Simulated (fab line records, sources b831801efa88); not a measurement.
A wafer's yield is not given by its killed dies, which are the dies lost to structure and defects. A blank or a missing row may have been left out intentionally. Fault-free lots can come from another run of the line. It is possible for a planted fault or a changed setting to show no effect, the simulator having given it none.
Problem report, 8D (eight disciplines) form, completed by code + flow sfq line + the parts of the form that need people (team, actions taken, sign-off) are left out

## 1. WHAT IS WRONG
rf fwd power W at SFQ_TRILAYER_M6_BARC_OPEN_METAL_ETCH_206 reads a mean of 832.2 W on 6 wafers of 2 lots; wafers without a fault read 593.0 W with a standard deviation of 2.8. That puts it +85 standard deviations away from the usual mean.
The step: etches BARC in O2, target depth 125 nm, time 41.7 s.
The first sign was on wafer L238.1 at day 86 09:09, on rie metal-02. The record has a number at this step for 42 wafers belonging to 14 lots. Rule for "out", or "out of limits": more than 4 standard deviations from the usual mean. The other wafers with a number count as sound.

## 2. WHAT IT IS AND WHAT IT IS NOT
| question                    | is                     | is not                                                                 |
|-----------------------------|------------------------|------------------------------------------------------------------------|
| which readings at this step | rf fwd power W         | bias w, drypump motor current A, oes product au                        |
| which lots                  | L238, L240             | L221, L224, L225, L226, L227, L228, L230, L231, L232, L234, L235, L243 |
| which wafers of those lots  | all that have a number | -                                                                      |
| read on which tools         | rie metal-02           | rie metal-01, rie metal-04                                             |
| when                        | from day 86 09:09      | up to then (33 sound wafers); but 3 sound wafers of L243 came after    |

## 3. SUSPECTS, AND WHAT RULES EACH OUT
Counting: any tool at a process step up to the reading is kept as a suspect provided that every lot that is out went through it and no sound lot did after the first of them.
- rie metal-02 at SFQ_TRILAYER_M6_BARC_OPEN_METAL_ETCH_206 (etches BARC in O2, target depth 125 nm, time 41.7 s): kept. Every lot that is out went through it, starting with L238 (day 86 09:09), and after that it ran no sound lot; the last sound lot it ran before then is L230 (day 81 18:38). Its own rf fwd power W readings are out on those wafers.
Left after counting: rie metal-02 at SFQ_TRILAYER_M6_BARC_OPEN_METAL_ETCH_206.

## 4. THE CAUSE (what the simulator had put in)
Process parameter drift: rie metal-02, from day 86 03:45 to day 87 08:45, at SFQ_TRILAYER_M6_BARC_OPEN_METAL_ETCH_206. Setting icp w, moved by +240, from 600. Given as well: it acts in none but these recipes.
This tool alone remained once counting was done.

## 5. THE CHAIN OF EFFECTS, in route order
One row per reading whose mean, taken over the struck wafers that have a number, lies over 3 standard deviations from the usual. Only readings whose record carries a usual standard deviation are examined. hours: median over the lots of the time between each lot's start at the first step of this table that gives one and its start at this step. sigmas: the change, counted in usual standard deviations.
| hours | step                                     | reading        | usual   | on struck wafers | change | sigmas |
|-------|------------------------------------------|----------------|---------|------------------|--------|--------|
| 0     | SFQ_TRILAYER_M6_BARC_OPEN_METAL_ETCH_206 | rf fwd power W | 593.0 W | 832.2            | +239.2 | +85    |
Its process steps:
- SFQ_TRILAYER_M6_BARC_OPEN_METAL_ETCH_206: etches BARC in O2, target depth 125 nm, time 41.7 s.

## 6. WHAT WOULD HAVE CAUGHT IT SOONER
The fault began at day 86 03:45; the first out-of-limits reading in this record came at day 86 09:09, 5 hours later.
